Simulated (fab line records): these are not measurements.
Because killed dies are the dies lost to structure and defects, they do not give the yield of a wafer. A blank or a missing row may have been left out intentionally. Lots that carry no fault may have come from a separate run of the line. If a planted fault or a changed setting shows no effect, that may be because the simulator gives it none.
A lot that was struck, set against a sound lot + flow sfq line + 18 out of 325 route steps
Sound: wafers L285.1, L285.4, L285.6. Struck: wafers L300.1, L300.5. (L300.4 of the same lot was not struck and is left out.) The cause comes at the end.
Each step with rows lists, per side, the tool, then ch with its chambers, then its first start. Under that, the readings that differ: sound wafers + struck wafers + difference of the means + sigmas: that difference in standard deviations of wafers without a fault.
alike: a reading whose means differ by less than 2 such deviations, as well as words and numbers matching on both sides. not compared: withheld readings; readings where some wafer has no value; bounds like >300 that might hide an equal value; numbers whose values overlap and for which the record gives no deviation.
Wherever a step has rows on one side only, a row that says differs or no value, or a row with sigmas, the two part there. When numbers do not overlap yet have no deviation, they are printed without sigmas and do not part them. A reading that every wafer of one side lacks parts them only if that side has two wafers or more.

SFQ_TRILAYER_M0_BARC_OPEN_METAL_ETCH_031: etches BARC in O2, target depth 125 nm, time 41.7 s.
  sound on rie metal-04 ch 0,1, day 7 03:56; struck on rie metal-01 ch 1, day 11 07:08
  alike: drypump motor current A, he backside leak sccm, oes product au
  not compared: rf hours counter h
SFQ_TRILAYER_M0_ETCH_METAL_ETCH_024: etches Nb in Cl2/Ar, stops on SiO2, target depth 240 nm, time 120 s.
  sound on rie metal-04 ch 0,1, day 7 03:59; struck on rie metal-01 ch 1, day 11 07:11
  alike: drypump motor current A, he backside leak sccm, oes product au
  not compared: rf hours counter h
SFQ_TRILAYER_M0_STRIP_STRIP_025: strips in O2.
  sound on rie metal-04 ch 0,1, day 7 04:07; struck on rie metal-01 ch 1, day 11 07:19
| reading                      | sound          | struck    | difference | sigmas |
|------------------------------|----------------|-----------|------------|--------|
| he backside leak sccm (sccm) | 3.70 3.84 3.95 | 3.19 3.20 | -0.63      | -2     |
  alike: drypump motor current A, oes product au, platen temp c
  not compared: rf hours counter h
then, 2 steps without rows for these wafers: SFQ_TRILAYER_M0_STRIP_SOLV_CLEAN_026 (cleans in NMP, time 600 s); SFQ_TRILAYER_I0_DEP_PECVD_027 (deposits SiO2 from SiH4/N2O, time 111.11 s, target thk 500 nm).
SFQ_TRILAYER_I0_CMP_CMP_028: polishes SiO2.
  sound on cmp-02 ch 0,2, day 7 13:27; struck on cmp-02 ch 0,1, day 11 09:47
  alike: motor current A, platen rpm, time to endpoint s
SFQ_I0_BOW_MEAS_907:
  struck on film metro-03, day 11 12:47; sound on film metro-03, day 7 16:27
  alike: I0_BOW
then, 5 steps without rows for these wafers: SFQ_TRILAYER_I0_METRO_MEASURE_029; SFQ_TRILAYER_I0_VIA_LITHO_COAT_036 (resist thk 62 nm); SFQ_TRILAYER_I0_VIA_LITHO_COAT_031 (resist thk 650 nm); SFQ_TRILAYER_I0_VIA_LITHO_SOFTBAKE_035; SFQ_TRILAYER_I0_VIA_LITHO_EXPOSE_032 (exposes mask I0, target cd 500 nm).
-- the record jumps here: 5 days lie between the struck wafers' starts before and after --
SFQ_TRILAYER_I0_VIA_LITHO_PEB_034: peb time 60 s.
  sound on litho track-03 ch 0, day 11 11:40; struck on litho track-04 ch 0, day 16 19:07
then, 1 step without rows for these wafers: SFQ_TRILAYER_I0_VIA_LITHO_DEVELOP_033 (time 60 s).
SFQ_I0_OVL_MEAS_908:
  struck on overlay-02, day 16 19:25; sound on overlay-01, day 11 11:58
  alike: I0_OVL
SFQ_TRILAYER_I0_VIA_BARC_OPEN_VIA_ETCH_046: etches BARC in O2, target depth 125 nm, time 41.7 s.
  sound on rie diel-01 ch 0,1,2, day 11 12:01; struck on rie diel-01 ch 2, day 16 19:26
| reading             | sound             | struck      | difference | sigmas |
|---------------------|-------------------|-------------|------------|--------|
| model.I0.cd nm (nm) | 501.4 499.3 501.5 | 551.3 551.9 | +50.9      |        |
  alike: drypump motor current A, oes product au
  not compared: rf hours counter h
SFQ_TRILAYER_I0_VIA_ETCH_VIA_ETCH_034: etches SiO2 in CHF3, stops on Nb, target depth 260 nm.
  sound on rie diel-01 ch 0,1,2, day 11 12:03; struck on rie diel-01 ch 2, day 16 19:29
| reading             | sound             | struck      | difference | sigmas |
|---------------------|-------------------|-------------|------------|--------|
| model.I0.cd nm (nm) | 499.3 500.9 500.4 | 552.7 553.5 | +52.9      |        |
  alike: drypump motor current A, oes product au
SFQ_TRILAYER_I0_VIA_STRIP_STRIP_035: strips in O2.
  sound on rie metal-02 ch 0, day 11 12:10; struck on rie metal-02 ch 0,1, day 16 19:36
  alike: drypump motor current A, he backside leak sccm, oes product au, platen temp c
  not compared: rf hours counter h

## WHERE THEY PART
At SFQ_TRILAYER_M0_STRIP_STRIP_025 and nowhere else, as far as this record goes. Later steps at which nothing parts them and some readings are alike: SFQ_TRILAYER_I0_CMP_CMP_028, SFQ_I0_BOW_MEAS_907, SFQ_I0_OVL_MEAS_908, SFQ_TRILAYER_I0_VIA_BARC_OPEN_VIA_ETCH_046, SFQ_TRILAYER_I0_VIA_ETCH_VIA_ETCH_034, SFQ_TRILAYER_I0_VIA_STRIP_STRIP_035.

WHY: whatever the simulator had introduced
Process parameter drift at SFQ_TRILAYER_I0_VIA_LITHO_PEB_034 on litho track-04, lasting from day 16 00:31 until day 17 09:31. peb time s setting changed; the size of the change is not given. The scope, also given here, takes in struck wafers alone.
